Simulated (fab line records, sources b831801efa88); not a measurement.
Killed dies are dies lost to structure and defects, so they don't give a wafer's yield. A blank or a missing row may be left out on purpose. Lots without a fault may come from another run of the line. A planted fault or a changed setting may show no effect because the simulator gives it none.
Problem report in the 8D (eight disciplines) form, filled by code | flow sky130 | the parts of the form that need people (team, actions taken, sign-off) are left out

1. THE PROBLEM
VT_ADJUST_NCORE_TW at SKY_VT_ADJUST_NCORE_TW_MEAS_11 reads a mean of 203.8 on 6 wafers of 2 lots; wafers without a fault read 219.3 with a standard deviation of 1.7. That is -9.1 standard deviations from the usual mean.
First seen on wafer L120.2, day 13 15:12, on film_metro-03. The record holds 36 wafers of 12 lots with a number at this step. Rule for "out", or "out of limits": more than 4 standard deviations from the usual mean. The other wafers with a number count as sound.

2. WHAT IT IS AND WHAT IT IS NOT
question                    | is                     | is not
which readings at this step | VT_ADJUST_NCORE_TW     | -
which lots                  | L120, L121             | L106, L107, L111, L112, L113, L114, L115, L119, L122, L126
which wafers of those lots  | all that have a number | -
read on which gauges        | film_metro-03          | film_metro-02, film_metro-04
when                        | from day 13 15:12      | up to then (24 sound wafers); but 6 sound wafers of L122, L126 came after

3. SUSPECTS, AND WHAT RULES EACH OUT
Counting: a tool at a process step up to the reading stays a suspect if it ran every lot that is out and no sound lot after the first of them.
- the gauge at SKY_VT_ADJUST_NCORE_TW_MEAS_11: ruled out. All the wafers that are out were read on film_metro-03, but those of them that SKY_VT_ADJUST_NCORE_IMPLANT_09 has rows for are out there too, on other tools.
- implanter-03 at SKY_VT_ADJUST_NCORE_IMPLANT_09: kept. It ran every lot that is out, first L120 (day 13 14:58), and no sound lot after that; its last sound lot up to then is L114 (day 11 17:17). Its own readings are out on those wafers: beam_energy_keV.
Left after counting: implanter-03 at SKY_VT_ADJUST_NCORE_IMPLANT_09.

4. THE CAUSE (what the simulator had put in)
Process parameter drift: implanter-03, from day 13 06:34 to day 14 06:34, at SKY_VT_ADJUST_NCORE_IMPLANT_09. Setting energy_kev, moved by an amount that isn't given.
Counting left only this tool.

5. THE CHAIN OF EFFECTS, in route order
Each row: a reading whose mean over the struck wafers that have a number lies more than 3 standard deviations from the usual. Only readings for which the record gives a usual standard deviation are gone through. hours: the time from each lot's start at the first step in this table that gives one to its start at this step, as a median over the lots. sigmas: the change in usual standard deviations.
hours | step                           | reading            | usual  | on struck wafers | change | sigmas
0     | SKY_VT_ADJUST_NCORE_IMPLANT_09 | beam_energy_keV    | 10.001 | 7.443            | -2.558 | -99 or more
0     | SKY_VT_ADJUST_NCORE_TW_MEAS_11 | VT_ADJUST_NCORE_TW | 219.3  | 203.8            | -15.5  | -9.1
The process steps in it:
- SKY_VT_ADJUST_NCORE_IMPLANT_09
Later measuring or inspecting steps at which every struck wafer that the step has a row for has a number for every such reading, and none has moved that far: SKY_POLY_CUT_OVL_MEAS_09.

6. WHAT WOULD HAVE CAUGHT IT SOONER
In this record the first reading out of limits at a measuring or inspecting step was taken at day 13 15:12, 9 hours after the fault began at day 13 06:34.
The tool's own readings at SKY_VT_ADJUST_NCORE_IMPLANT_09 were out on every struck wafer that the step has a row for (beam_energy_keV): an alarm limit on them would have fired on the first of those.
Of the lots that are out (2), L121 began SKY_VT_ADJUST_NCORE_IMPLANT_09 on implanter-03 after day 13 15:12. A hold on the tool at that time would have spared it.
